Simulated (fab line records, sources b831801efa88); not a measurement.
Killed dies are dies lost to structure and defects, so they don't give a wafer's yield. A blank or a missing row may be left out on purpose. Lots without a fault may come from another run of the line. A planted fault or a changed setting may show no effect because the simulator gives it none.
A struck lot beside a sound one | flow gf180mcu | 14 steps out of a route of 602
Sound: wafers L406.1, L406.4, L406.6. Struck: wafers L400.2, L400.3, L400.4. The cause comes at the end.
At each step with rows: each side's tool, then ch and its chambers, then its first start. Under that, the readings that differ: sound wafers | struck wafers | difference of the means | sigmas: that difference in standard deviations of wafers without a fault.
alike: readings whose means differ by less than 2 such deviations, and words and numbers that are the same on both sides. not compared: withheld readings, readings that some wafer has no value for, bounds like >300 that may hide the same value, and numbers for which the record gives no deviation and whose values overlap.
The two part at a step that has a row with sigmas, a row that says differs or no value, or rows on one side only. Numbers that don't overlap but have no deviation are shown without sigmas and don't part them. A reading that every wafer of one side lacks parts them only if that side has two wafers or more.

GF_VT_IMPLANT_RS_MEAS_49: measures by four-point-probe.
  sound on film_metro-03, day 12 07:38; struck on film_metro-04, day 10 17:29
  reading           | sound                | struck               | difference | sigmas
  MVPSD_RS (ohm/sq) | 1175.3 1175.2 1174.8 | 1165.0 1166.3 1166.0 | -9.3       | -3
then, 4 steps without rows for these wafers: GF_VT_IMPLANT_WET_ETCH_50 (etches SiO2 in dHF, target depth 20 nm, time 400 s); GF_DUAL_GATE_CLEAN_00 (cleans in SC1/SC2, time 150 s); GF_DUAL_GATE_CLEAN_01 (cleans in dHF, time 20 s); GF_DUAL_GATE_OXIDATION_02 (stabilise 600 s, purge 300 s, target thk 10.887 nm).
GF_DUAL_GATE_THK_MEAS_03:
  sound on film_metro-04, day 12 10:31; struck on film_metro-01, day 10 19:14
  alike: DUAL_GATE_OXIDATION_00_THK
then, 6 steps without rows for these wafers: GF_DUAL_GATE_DEHYDRATE_04 (time 60 s); GF_DUAL_GATE_HMDS_05 (prime time 60 s); GF_DUAL_GATE_COAT_06 (resist thk 1000 nm); GF_DUAL_GATE_SOFTBAKE_07 (time 60 s); GF_DUAL_GATE_EXPOSE_08 (exposes mask Dualgate, target cd 700 nm); GF_DUAL_GATE_PEB_09.
GF_DUAL_GATE_DEVELOP_10: develop time 60 s.
  sound on litho_track-02 ch 0, day 13 06:00; struck on litho_track-01, day 11 13:35
  no value came back on the struck wafers for chill_plate_temp_C (C), develop_time_s (s); on the sound wafers chill_plate_temp_C (C) reads 23.19 23.10 23.00
GF_DUAL_GATE_OVL_MEAS_11:
  sound on overlay-02, day 13 06:09; struck on overlay-01, day 11 13:43
  reading            | sound          | struck | difference                    | sigmas
  DUAL_GATE_OVL (nm) | -2.5 -0.2 -0.6 | - - -  | no value on the struck wafers |

WHERE THEY PART
First at GF_VT_IMPLANT_RS_MEAS_49; last, within this record, at GF_DUAL_GATE_OVL_MEAS_11.

WHY: what the simulator had put in
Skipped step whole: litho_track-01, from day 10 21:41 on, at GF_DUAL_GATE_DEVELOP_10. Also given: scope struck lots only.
